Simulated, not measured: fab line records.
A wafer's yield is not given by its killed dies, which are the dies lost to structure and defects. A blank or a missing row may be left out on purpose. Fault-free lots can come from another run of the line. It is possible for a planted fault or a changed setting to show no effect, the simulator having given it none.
fab line records	flow sky130
record lots=11	wafers=33	last-day=50
route steps=708 shown LI_CONTACT@383 CONTACT@407 METAL1@434
lots that met no fault: from a run of the same line without faults
start-h: hours from the record's opening day to when the first of the lot's shown wafers began	wait-h: hours since the lot's step before	" repeats the value in the row above	L1.1+2: a single row standing in for several wafers	- no value present, or no start provided	* or withheld: withheld	< > ~ a bound
route shown NAME@n: a module of which the file shows steps, and the number in the route of the first	usual: mean and standard deviation over wafers with no fault	same: alike in all rows	chamber/n: place in a boat	sites: per-site readings	_std_site: the standard deviation of these	_edge_site: outer sites' mean less inner sites'	radius-mm: for every site, how far away it sits from the centre of the wafer	mask NAME#n: copy n	behind: the last tool/chamber to shape the wafer	hold: what put the lot on hold/how long, in hours/how the hold closed	device: whichever transistor did not switch (one of n, p or np)	end of line: tests run on the same wafers once the route is complete	where a step has no rows: the recipe by itself	killed: not the wafer's yield, but the dies lost to structure and defects at the first sort	map: the dies of a wafer, with x for killed, . for not killed, _ for no die there
set.NAME: the setting as run; set.NAME@STEP: as run at that earlier step	model.NAME: the simulator's own value behind a step, which no gauge read
steps of the route over a sample of lots; a table a step, a row a wafer
services: the hour from which a tool's chamber was out of use, counted from the record's first day as start-h (under 0 if before that day), plus the number of hours and why
## steps
# step SKY_LI_CONTACT_CVD_21
# recipe material=W	target-thk-nm=400	time-s=120.56	temp-c=400	pressure-torr=40
# usual chamber-pressure-Torr=40.00/0.096	heater-power-w=844/130	susceptor-temp-C=399.99/0.21
lot.wafer	tool	chamber	start-h	wait-h	chamber-pressure-Torr	heater-power-w	susceptor-temp-C
L634.1	cvd-w-02	0	701.40	0.0	39.82	693	400.06
L634.5	"	1	"	"	40.02	1022	400.41
L634.6	"	0	"	"	39.95	678	400.03
L641.1	cvd-w-02	1	748.79	0.0	39.98	1006	395.68
L641.4	"	1	"	"	40.09	987	395.96
L641.5	"	0	"	"	39.96	691	399.62
L643.3	cvd-w-02	0	763.44	0.1	39.98	710	399.59
L643.4	"	1	"	"	40.12	983	395.87
L643.5	"	1	"	"	40.11	973	395.52
L645.2	cvd-w-01	0	777.11	0.0	40.09	727	400.03
L645.3	"	0	"	"	39.95	743	399.90
L645.6	"	0	"	"	39.95	738	400.23
L648.1	cvd-w-01	0	798.71	0.0	39.97	724	399.73
L648.3	"	1	"	"	40.02	917	400.13
L648.4	"	0	"	"	39.96	730	399.89
L649.1	cvd-w-01	1	800.79	0.0	40.00	935	399.84
L649.2	"	0	"	"	40.00	737	400.18
L649.5	"	0	"	"	40.08	735	400.33
L652.1	cvd-w-02	0	845.24	0.0	40.00	676	399.87
L652.3	"	1	"	"	40.03	1032	400.42
L652.5	"	1	"	"	39.96	1010	400.29
L653.2	cvd-w-01	1	847.28	0.0	39.98	916	399.74
L653.4	"	0	"	"	39.93	734	399.40
L653.6	"	0	"	"	39.85	716	400.15
L650.1	cvd-w-02	0	847.59	0.0	40.04	690	400.34
L650.2	"	1	"	"	40.02	1010	399.64
L650.3	"	1	"	"	39.95	1025	400.11
L654.2	cvd-w-02	1	849.36	0.0	40.03	1035	400.08
L654.4	"	0	"	"	39.98	693	400.25
L654.6	"	1	"	"	40.06	1026	399.82
L655.1	cvd-w-01	0	850.79	0.0	40.07	733	399.80
L655.4	"	0	"	"	40.06	722	400.19
L655.5	"	0	"	"	40.21	738	399.97
# step SKY_LI_CONTACT_RS_MEAS_22
# recipe thk-meas-gauge=four-point-probe	reads=W_of_LI_CONTACT_CVD_21+TiN_of_LI_CONTACT_SPUTTER_20+Ti_of_LI_CONTACT_SPUTTER_19
# usual LI_CONTACT_W_RS=0.2845/0.0029
lot.wafer	tool	chamber	start-h	wait-h	LI_CONTACT_W_RS[ohm/sq]
L634.1	film-metro-04	-	701.53	0.1	0.2817
L634.5	"	-	"	"	0.2859
L634.6	"	-	"	"	0.2849
L641.1	film-metro-03	-	748.92	0.1	0.3116
L641.4	"	-	"	"	0.3127
L641.5	"	-	"	"	0.2862
L643.3	film-metro-03	-	763.56	0.1	0.2880
L643.4	"	-	"	"	0.3066
L643.5	"	-	"	"	0.3060
L645.2	film-metro-03	-	777.25	0.1	0.2867
L645.3	"	-	"	"	0.2845
L645.6	"	-	"	"	0.2884
L648.1	film-metro-04	-	798.84	0.1	0.2818
L648.3	"	-	"	"	0.2874
L648.4	"	-	"	"	0.2805
L649.1	film-metro-04	-	800.92	0.1	0.2855
L649.2	"	-	"	"	0.2836
L649.5	"	-	"	"	0.2817
L652.1	film-metro-04	-	845.37	0.1	0.2853
L652.3	"	-	"	"	0.2828
L652.5	"	-	"	"	0.2814
L653.2	film-metro-02	-	847.42	0.1	0.2831
L653.4	"	-	"	"	0.2824
L653.6	"	-	"	"	0.2788
L650.1	film-metro-04	-	847.72	0.1	0.2814
L650.2	"	-	"	"	0.2804
L650.3	"	-	"	"	0.2781
L654.2	film-metro-02	-	849.51	0.1	0.2876
L654.4	"	-	"	"	0.2863
L654.6	"	-	"	"	0.2833
L655.1	film-metro-02	-	850.91	0.1	0.2812
L655.4	"	-	"	"	0.2794
L655.5	"	-	"	"	0.2792
# step SKY_LI_CONTACT_THK_MEAS_23
# recipe thk-meas-gauge=xrf	reads=W_of_LI_CONTACT_CVD_21
# usual LI_CONTACT_W_THK=415/6.7
lot.wafer	tool	chamber	start-h	wait-h	LI_CONTACT_W_THK[nm]
L634.1	film-metro-04	-	701.65	0.1	414
L634.5	"	-	"	"	406
L634.6	"	-	"	"	413
L641.1	film-metro-03	-	749.04	0.1	374
L641.4	"	-	"	"	373
L641.5	"	-	"	"	406
L643.3	film-metro-03	-	763.66	0.1	404
L643.4	"	-	"	"	381
L643.5	"	-	"	"	381
L645.2	film-metro-03	-	777.36	0.1	406
L645.3	"	-	"	"	408
L645.6	"	-	"	"	405
L648.1	film-metro-04	-	798.96	0.1	421
L648.3	"	-	"	"	413
L648.4	"	-	"	"	425
L649.1	film-metro-04	-	801.04	0.1	414
L649.2	"	-	"	"	418
L649.5	"	-	"	"	424
L652.1	film-metro-04	-	845.49	0.1	416
L652.3	"	-	"	"	421
L652.5	"	-	"	"	422
L653.2	film-metro-02	-	847.53	0.1	422
L653.4	"	-	"	"	421
L653.6	"	-	"	"	435
L650.1	film-metro-04	-	847.84	0.1	422
L650.2	"	-	"	"	424
L650.3	"	-	"	"	426
L654.2	film-metro-02	-	849.62	0.1	416
L654.4	"	-	"	"	417
L654.6	"	-	"	"	424
L655.1	film-metro-02	-	851.03	0.1	426
L655.4	"	-	"	"	430
L655.5	"	-	"	"	430
# step SKY_CONTACT_THK_MEAS_01
# recipe reads=Si3N4_of_CONTACT_CVD_00
# usual CONTACT_CVD_00_THK=75.1/1.1
lot.wafer	tool	chamber	start-h	wait-h	CONTACT_CVD_00_THK[nm]
L634.1	film-metro-02	-	730.36	-	74.0
L634.5	"	-	"	"	75.8
L634.6	"	-	"	"	76.6
L641.1	film-metro-02	-	777.67	-	72.4
L641.4	"	-	"	"	74.9
L641.5	"	-	"	"	73.9
L643.3	film-metro-02	-	791.31	-	76.0
L643.4	"	-	"	"	77.1
L643.5	"	-	"	"	76.8
L645.2	film-metro-01	-	805.64	-	73.6
L645.3	"	-	"	"	74.5
L645.6	"	-	"	"	74.9
L648.1	film-metro-02	-	826.32	-	74.5
L648.3	"	-	"	"	74.0
L648.4	"	-	"	"	75.2
L649.1	film-metro-01	-	827.48	-	74.3
L649.2	"	-	"	"	74.0
L649.5	"	-	"	"	74.5
L652.1	film-metro-01	-	872.53	-	75.2
L652.3	"	-	"	"	75.6
L652.5	"	-	"	"	75.8
L653.2	film-metro-01	-	874.42	-	74.4
L653.4	"	-	"	"	76.4
L653.6	"	-	"	"	75.7
L650.1	film-metro-02	-	874.94	-	74.1
L650.2	"	-	"	"	75.9
L650.3	"	-	"	"	73.0
L654.2	film-metro-01	-	876.60	-	75.2
L654.4	"	-	"	"	75.9
L654.6	"	-	"	"	75.4
L655.1	film-metro-02	-	878.02	-	73.2
L655.4	"	-	"	"	75.5
L655.5	"	-	"	"	74.8
# step SKY_METAL1_SPUTTER_00
# recipe material=Ti	target-thk-nm=15	power-w=3000	time-s=10	chamber-pressure-pa=0.4
# usual throttle-valve-pct=30.5/1.4
lot.wafer	tool	chamber	start-h	wait-h	throttle-valve-pct
L634.1	pvd-sputter-02	-	758.75	0.1	30.2
L634.5	"	-	"	"	30.2
L634.6	"	-	"	"	30.6
L641.1	pvd-sputter-04	-	806.64	0.1	31.2
L641.4	"	-	"	"	30.0
L641.5	"	-	"	"	31.3
L643.3	pvd-sputter-01	-	819.41	0.1	29.5
L643.4	"	-	"	"	31.5
L643.5	"	-	"	"	31.7
L645.2	pvd-sputter-02	-	833.32	0.2	30.3
L645.3	"	-	"	"	30.6
L645.6	"	-	"	"	30.5
L648.1	pvd-sputter-01	-	854.38	0.1	33.1
L648.3	"	-	"	"	33.0
L648.4	"	-	"	"	31.5
L649.1	pvd-sputter-04	-	855.71	0.1	31.2
L649.2	"	-	"	"	29.2
L649.5	"	-	"	"	30.0
L652.1	pvd-sputter-02	-	899.59	0.2	30.6
L652.3	"	-	"	"	30.1
L652.5	"	-	"	"	30.5
L653.2	pvd-sputter-01	-	901.20	0.2	29.2
L653.4	"	-	"	"	33.1
L653.6	"	-	"	"	31.4
L650.1	pvd-sputter-02	-	902.38	0.1	30.5
L650.2	"	-	"	"	30.5
L650.3	"	-	"	"	30.2
L654.2	pvd-sputter-01	-	904.07	0.1	33.4
L654.4	"	-	"	"	29.3
L654.6	"	-	"	"	32.8
L655.1	pvd-sputter-04	-	905.14	0.2	29.5
L655.4	"	-	"	"	30.0
L655.5	"	-	"	"	31.1
# step SKY_METAL1_STRIP_20
# recipe chemistry=O2/N2	power-w=1400	pressure-mtorr=1500	platen-temp-c=withheld	o2-flow-sccm=3000	n2-flow-sccm=300	overash-fraction=0.5
# usual drypump-motor-current-A=5.7/0.54	oes-product-au=0.343/0.0052	strip-time-to-endpoint-s=2.70/0.067
lot.wafer	tool	chamber	start-h	wait-h	drypump-motor-current-A	oes-product-au	rf-hours-counter-h	strip-time-to-endpoint-s
L634.1	plasma-asher-04	1	785.71	0.1	6.1	0.352	4	2.77
L634.5	"	0	"	"	5.7	0.344	-	2.77
L634.6	"	1	"	"	6.1	0.338	-	2.55
L641.1	plasma-asher-02	0	832.75	0.1	4.9	0.346	36	2.80
L641.4	"	0	"	"	4.9	0.340	-	2.63
L641.5	"	1	"	"	5.6	0.336	-	2.69
L643.3	plasma-asher-01	1	845.99	0.1	5.5	0.344	-	2.84
L643.4	"	0	"	"	6.6	0.349	-	2.64
L643.5	"	1	"	"	5.5	0.331	-	2.62
L645.2	plasma-asher-04	1	858.82	0.1	6.1	0.343	12	2.73
L645.3	"	1	"	"	6.1	0.350	-	2.73
L645.6	"	0	"	"	5.8	0.347	-	2.77
L648.1	plasma-asher-02	0	880.16	0.1	4.9	0.345	41	2.74
L648.3	"	0	"	"	4.9	0.342	-	2.75
L648.4	"	1	"	"	5.6	0.343	-	2.77
L649.1	plasma-asher-04	1	882.07	0.1	6.1	0.344	14	2.65
L649.2	"	0	"	"	5.7	0.346	14	2.63
L649.5	"	0	"	"	5.8	0.340	-	2.63
L652.1	plasma-asher-04	1	924.31	0.1	6.1	0.340	18	2.73
L652.3	"	0	"	"	5.7	0.347	-	2.74
L652.5	"	1	"	"	6.1	0.340	-	2.72
L653.2	plasma-asher-01	0	927.24	0.1	6.6	0.350	82	2.70
L653.4	"	0	"	"	6.6	0.345	-	2.71
L653.6	"	0	"	"	6.6	0.350	-	2.71
L650.1	plasma-asher-01	1	928.19	0.1	5.5	0.346	83	2.79
L650.2	"	0	"	"	6.6	0.352	83	2.64
L650.3	"	0	"	"	6.6	0.340	-	2.80
L654.2	plasma-asher-02	1	929.51	0.1	5.6	0.331	46	2.71
L654.4	"	1	"	"	5.5	0.340	-	2.69
L654.6	"	1	"	"	5.6	0.342	-	2.68
L655.1	plasma-asher-04	0	931.11	0.1	5.8	0.349	19	2.82
L655.4	"	0	"	"	5.7	0.350	-	2.80
L655.5	"	1	"	"	6.1	0.340	-	2.64
## services
tool	chamber	start-h	hours	kind
pvd-sputter-01	-	682.19	3.7	repair
plasma-asher-04	-	685.78	0.7	repair
plasma-asher-01	-	705.27	3.0	repair
pvd-sputter-01	-	717.49	1.7	repair
plasma-asher-04	-	733.75	9.0	pm
plasma-asher-04	0	733.75	9.0	vent-cycle
plasma-asher-04	1	733.75	9.0	vent-cycle
plasma-asher-04	0	742.75	-	clean
plasma-asher-04	1	742.75	-	clean
pvd-sputter-02	-	757.57	0.5	repair
pvd-sputter-02	-	769.14	4.5	repair
plasma-asher-01	-	811.22	5.8	repair
pvd-sputter-04	-	824.75	1.0	repair
pvd-sputter-04	-	838.07	2.5	repair
pvd-sputter-02	-	850.79	6.3	repair
cvd-w-02	1	874.41	12.3	repair
pvd-sputter-01	-	882.10	2.1	repair
pvd-sputter-01	-	891.90	8.9	repair
cvd-w-01	-	903.30	6.9	pm
cvd-w-01	-	910.20	14.0	pm
cvd-w-01	0	910.20	14.0	vent-cycle
cvd-w-01	1	910.20	14.0	vent-cycle
cvd-w-02	-	914.51	2.3	repair
plasma-asher-04	-	920.58	3.0	repair
## key
first-sign step=SKY_LI_CONTACT_CVD_21	reading=susceptor-temp-C	direction=down	sigmas=20	usual=*	struck=*
effect step=SKY_LI_CONTACT_RS_MEAS_22	reading=LI_CONTACT_W_RS	direction=up	sigmas=8.5	usual=0.2845	struck=0.3092
effect step=SKY_LI_CONTACT_THK_MEAS_23	reading=LI_CONTACT_W_THK	direction=down	sigmas=5.6	usual=415	struck=377
met-at SKY_LI_CONTACT_CVD_21
struck-lots L641,L643
struck-wafers L641.1,L641.4,L643.4,L643.5
tester-left-out L641,L643
not-acting-at SKY_CONTACT_THK_MEAS_01,SKY_METAL1_SPUTTER_00,SKY_METAL1_STRIP_20
onset-between 701.40 748.79
fault kind=process-parameter-drift	tool=cvd-w-02	chamber=1	onset-h=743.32	steps=SKY_LI_CONTACT_CVD_21	channel=temp-c	offset=*	shape=step	end-h=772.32	acts-in=*	stated=*
# tester-left-out: of these lots the tester's yield and bins aren't shown, on N5 and GAA mostly nor the transistor test; their killed dies are dies lost to structure and defects alone, not to doping, threshold or leakage, so they don't give the yield
